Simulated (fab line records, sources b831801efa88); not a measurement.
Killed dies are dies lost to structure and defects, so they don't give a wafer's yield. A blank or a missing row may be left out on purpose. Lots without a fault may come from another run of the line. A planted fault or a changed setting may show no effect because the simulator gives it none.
A struck lot beside a sound one | flow sky130 | 15 steps out of a route of 708
Sound: wafers L240.1, L240.2, L240.6. Struck: wafers L244.3, L244.4, L244.5. The cause comes at the end.
At each step with rows: each side's tool, then ch and its chambers, then its first start. Under that, the readings that differ: sound wafers | struck wafers | difference of the means | sigmas: that difference in standard deviations of wafers without a fault.
alike: readings whose means differ by less than 2 such deviations, and words and numbers that are the same on both sides. not compared: withheld readings, readings that some wafer has no value for, bounds like >300 that may hide the same value, and numbers for which the record gives no deviation and whose values overlap.
The two part at a step that has a row with sigmas, a row that says differs or no value, or rows on one side only. Numbers that don't overlap but have no deviation are shown without sigmas and don't part them. A reading that every wafer of one side lacks parts them only if that side has two wafers or more.

SKY_VIA2_STRIP_16: strips in O2/N2.
  sound on plasma_asher-01 ch 0,1, day 36 17:16; struck on plasma_asher-04 ch 0,1, day 38 03:10
  reading                     | sound       | struck      | difference | sigmas
  drypump_motor_current_A (A) | 5.4 6.0 6.0 | 5.2 4.7 4.7 | -0.9       | -2
  alike: oes_product_au, strip_time_to_endpoint_s
  not compared: rf_hours_counter_h
then, 5 steps without rows for these wafers: SKY_VIA2_STRIP_17 (strips in post etch residue remover, time 1200 s); SKY_VIA2_CLEAN_18 (cleans in IPA, time 180 s); SKY_VIA2_CLEAN_19 (cleans in O3/DIW); SKY_VIA2_SPUTTER_20 (material TiN, target thk 20 nm, time 80 s); SKY_VIA2_CVD_21 (deposits W, target thk 420 nm, time 126.4 s).
SKY_VIA2_RS_MEAS_22: measures by four-point-probe.
  sound on film_metro-04, day 36 18:04; struck on film_metro-04, day 38 04:03
  alike: VIA2_W_RS
SKY_VIA2_THK_MEAS_23: measures by xrf.
  sound on film_metro-04, day 36 18:11; struck on film_metro-04, day 38 04:09
  alike: VIA2_W_THK
SKY_VIA2_CMP_24: polishes, stops on SiO2, t overpolish 20 s, target thk 0 nm.
  sound on cmp-02 ch 0,1,2, day 36 18:21; struck on cmp-01 ch 2,3, day 38 04:11
  alike: motor_current_A, overpolish_run_s, time_to_endpoint_s
SKY_METAL3_SPUTTER_00: material Ti, target thk 15 nm, time 10 s.
  sound on pvd_sputter-02, day 36 18:33; struck on pvd_sputter-02, day 38 04:29
  alike: chamber_pressure_pa, throttle_valve_pct
SKY_METAL3_SPUTTER_01: material TiN, target thk 20 nm, time 16.7 s.
  sound on pvd_sputter-02, day 36 18:34; struck on pvd_sputter-02, day 38 04:31
  alike: chamber_pressure_pa, throttle_valve_pct
then, 1 step without rows for these wafers: SKY_METAL3_SPUTTER_02 (material AlCu, target thk 735 nm, time 39.1 s).
SKY_METAL3_SPUTTER_03: material Ti, target thk 5 nm, time 3.3 s.
  sound on pvd_sputter-02, day 36 18:38; struck on pvd_sputter-02, day 38 04:34
  reading                  | sound                | struck               | difference | sigmas
  chamber_pressure_pa (Pa) | 0.4010 0.3998 0.3997 | 0.4828 0.4848 0.4832 | +0.0834    | +99 or more
  throttle_valve_pct (%)   | 30.1 31.2 30.2       | 27.3 27.4 27.4       | -3.1       | -4
SKY_METAL3_SPUTTER_04: material TiN, target thk 70 nm, time 58.3 s.
  sound on pvd_sputter-02, day 36 18:39; struck on pvd_sputter-02, day 38 04:35
  alike: chamber_pressure_pa, throttle_valve_pct
-- the record jumps here: 9 days lie between the struck wafers' starts before and after (it left off in module METAL3 and takes up again in module PAD_OPEN, whose first step shown is number 708 of the route) --
SKY_PAD_OPEN_PROBE_99:
  sound on prober-01, day 46 01:14; struck on prober-01, day 47 03:17
  alike: defect_limited_yield, killed_at_M0_to_M3, killed_at_M4_up, killed_at_contacts, killed_at_front_end, killed_at_other, killed_dies, killed_open, killed_short, sort_bin_3_pad_short, sort_bin_5_function, sort_bin_6_memory, sort_n_pass, sort_yield_pct

WHERE THEY PART
First at SKY_VIA2_STRIP_16; last, within this record, at SKY_METAL3_SPUTTER_03. Later steps at which nothing parts them and some readings are alike: SKY_METAL3_SPUTTER_04, SKY_PAD_OPEN_PROBE_99.

WHY: what the simulator had put in
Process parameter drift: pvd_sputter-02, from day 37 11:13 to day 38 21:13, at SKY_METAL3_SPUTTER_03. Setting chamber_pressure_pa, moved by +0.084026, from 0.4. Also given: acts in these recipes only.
